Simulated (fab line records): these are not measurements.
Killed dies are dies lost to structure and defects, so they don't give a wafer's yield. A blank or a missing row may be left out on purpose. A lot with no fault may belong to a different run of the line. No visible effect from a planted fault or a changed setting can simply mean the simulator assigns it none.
The same fault as seen by 2 desks | flow sky130 | each desk holds nothing but its own numbers, with what lay behind them at the end

TOOL OWNER'S DESK, rie-metal-04
The tool's own readings at SKY_CAPM_METAL_ETCH_13 (etches TiN in Cl2/BCl3, stops on SiO2, target depth 220 nm, time 62.9 s): means of the sampled wafers that have a number, for each lot that ran on this tool. If a lot's mean is further than 4 standard deviations from the usual mean, the lot is out of limits and carries the mark OUT (the distance appears in the brackets).
Columns: A = drypump-motor-current-A at SKY_CAPM_METAL_ETCH_13, usual 5.8 A; B = oes-product-au at SKY_CAPM_METAL_ETCH_13, usual 0.939 a.u.; C = rf-fwd-power-W at SKY_CAPM_METAL_ETCH_13, usual 891 W; D = throttle-valve-pct at SKY_CAPM_METAL_ETCH_13, usual 21.904 %
lot  | first seen here | A   | B     | C             | D
L206 | day 38 17:33    | 6.1 | 0.950 | 891           | 21.891
L211 | day 40 06:10    | 6.1 | 0.947 | 887           | 21.897
L215 | day 41 12:13    | 6.1 | 0.947 | 889           | 21.907
L218 | day 42 08:18    | 6.1 | 0.924 | 797 (-29) OUT | 21.912
L219 | day 42 18:21    | 6.1 | 0.915 | 796 (-29) OUT | 21.921
This desk's finding: out of limits on L218, L219; first on L218, day 42 08:18 (rf-fwd-power-W at SKY_CAPM_METAL_ETCH_13). In limits: L206, L211, L215.

THE METROLOGY DESK
Means of the sampled wafers that have a number, per lot and without regard to the tool the lot ran on: this is what the gauges read. If a lot's mean is further than 4 standard deviations from the usual mean, the lot is out of limits and carries the mark OUT (the distance appears in the brackets).
Columns: A = CAPM_TIN_THK at SKY_CAPM_THK_MEAS_04, usual 200.6 nm; B = cd-nm at SKY_METAL3_CD_MEAS_13, usual 299.8 nm
lot  | first seen here | A     | B
L202 | day 36 09:08    | 200.5 | 301.8
L203 | day 36 18:19    | 199.6 | 298.4
L205 | day 37 09:50    | 201.1 | 301.1
L206 | day 37 16:25    | 203.0 | 300.6
L207 | day 37 20:13    | 197.5 | 300.2
L208 | day 38 01:57    | 198.8 | 300.7
L211 | day 39 05:59    | 201.7 | 299.3
L215 | day 40 13:08    | 203.5 | 301.2
L218 | day 41 09:05    | 202.6 | 299.8
L219 | day 41 18:41    | 199.8 | 299.5
L222 | day 42 18:07    | 199.4 | 297.7
This desk found nothing out of limits on any of the 11 lots.

PUT TOGETHER
On L218, L219, at day 42 08:18, an alarm was possible from the tool owner's desk.
Nothing out of limits was seen by the metrology desk.
The metrology desk has L218, L219 on record, within its limits.
On rie-metal-04, each named lot ran SKY_CAPM_METAL_ETCH_13.

WHAT HAD BEEN PUT IN BY THE SIMULATOR
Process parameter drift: rie-metal-04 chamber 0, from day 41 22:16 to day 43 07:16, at SKY_CAPM_METAL_ETCH_13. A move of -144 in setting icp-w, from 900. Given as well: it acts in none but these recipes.
Shown lots that were struck: L218, L219.
Each desk's first reading out of limits, in hours after the fault started: the tool owner's desk, 10.
